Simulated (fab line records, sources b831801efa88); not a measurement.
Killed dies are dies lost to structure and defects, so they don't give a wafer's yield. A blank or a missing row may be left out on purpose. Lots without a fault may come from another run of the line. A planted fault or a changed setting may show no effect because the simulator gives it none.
A struck lot beside a sound one | flow gf180mcu | 19 steps out of a route of 602
Sound: wafers L356.3, L356.4, L356.5. Struck: wafers L370.2, L370.3, L370.6. The cause comes at the end.
At each step with rows: each side's tool, then ch and its chambers, then its first start. Under that, the readings that differ: sound wafers | struck wafers | difference of the means | sigmas: that difference in standard deviations of wafers without a fault.
alike: readings whose means differ by less than 2 such deviations, and words and numbers that are the same on both sides. not compared: withheld readings, readings that some wafer has no value for, bounds like >300 that may hide the same value, and numbers for which the record gives no deviation and whose values overlap.
The two part at a step that has a row with sigmas, a row that says differs or no value, or rows on one side only. Numbers that don't overlap but have no deviation are shown without sigmas and don't part them. A reading that every wafer of one side lacks parts them only if that side has two wafers or more.

first, 4 steps without rows for these wafers: GF_MIM_SOFTBAKE_15 (time 60 s); GF_MIM_EXPOSE_16 (exposes mask FuseTop, target cd 2000 nm); GF_MIM_PEB_17; GF_MIM_DEVELOP_18 (develop time 60 s).
GF_MIM_METAL_ETCH_19: etches the open film in Cl2/BCl3, stops on Si3N4, target depth 324.5 nm, time 54.1 s.
  sound on rie_metal-01 ch 0,1, day 26 12:03; struck on rie_metal-01 ch 0,1, day 30 18:46
  alike: drypump_motor_current_A, oes_product_au, throttle_valve_pct
  not compared: rf_hours_counter_h
GF_MIM_STRIP_20: strips in O2/N2.
  sound on plasma_asher-04 ch 0,1, day 26 12:08; struck on plasma_asher-01 ch 0,1, day 30 18:50
  alike: drypump_motor_current_A, heater_power_w, n2_flow_sccm, oes_product_au, strip_time_to_endpoint_s
  not compared: rf_hours_counter_h
then, 6 steps without rows for these wafers: GF_MIM_STRIP_21 (strips in post etch residue remover, time 1200 s); GF_MIM_CLEAN_22 (cleans in DIW); GF_M5_DEHYDRATE_00 (time 60 s); GF_M5_HMDS_01 (prime time 60 s); GF_M5_COAT_02 (resist thk 1000 nm); GF_M5_SOFTBAKE_03 (time 60 s).
GF_M5_EXPOSE_04: exposes mask Metal5, target cd 280 nm.
  sound on krf_scanner-01 ch 0, day 26 22:33; struck on krf_scanner-02 ch 0, day 31 03:50
  reading                    | sound                | struck            | difference | sigmas
  model.M5.overlay_x_nm (nm) | 0.6812 0.6812 0.6812 | 49.27 49.27 49.27 | +48.59     |
  alike: mask
then, 2 steps without rows for these wafers: GF_M5_PEB_05 (peb time 90 s); GF_M5_DEVELOP_06 (develop time 60 s).
GF_M5_CD_MEAS_07: target cd 280 nm.
  sound on cd_sem-02, day 27 08:54; struck on cd_sem-01, day 31 12:32
  alike: cd_nm
GF_M5_OVL_MEAS_08:
  sound on overlay-01, day 27 09:00; struck on overlay-01, day 31 12:50
  reading     | sound     | struck   | difference | sigmas
  M5_OVL (nm) | -11 -3 -4 | 40 47 41 | +49        | +8
  not compared: hold
GF_M5_ETCH_09: etches Si3N4 in CF4/O2, target depth 52 nm, time 11.6 s.
  sound on rie_diel-01 ch 1,2,3, day 27 09:01; struck on rie_diel-01 ch 0,2,3, day 31 14:05
  reading | sound | struck                                                                     | difference                   | sigmas
  hold    | - - - | await_dispo/1.2h/release await_dispo/1.2h/release await_dispo/1.2h/release | no value on the sound wafers |
  alike: drypump_motor_current_A, oes_product_au, throttle_valve_pct
  not compared: rf_hours_counter_h
GF_PASSIVATION_PROBE_99:
  the record has rows for the sound wafers here (prober-01, day 30 01:22) and none for the struck ones

WHERE THEY PART
First at GF_M5_OVL_MEAS_08; last, within this record, at GF_PASSIVATION_PROBE_99.

WHY: what the simulator had put in
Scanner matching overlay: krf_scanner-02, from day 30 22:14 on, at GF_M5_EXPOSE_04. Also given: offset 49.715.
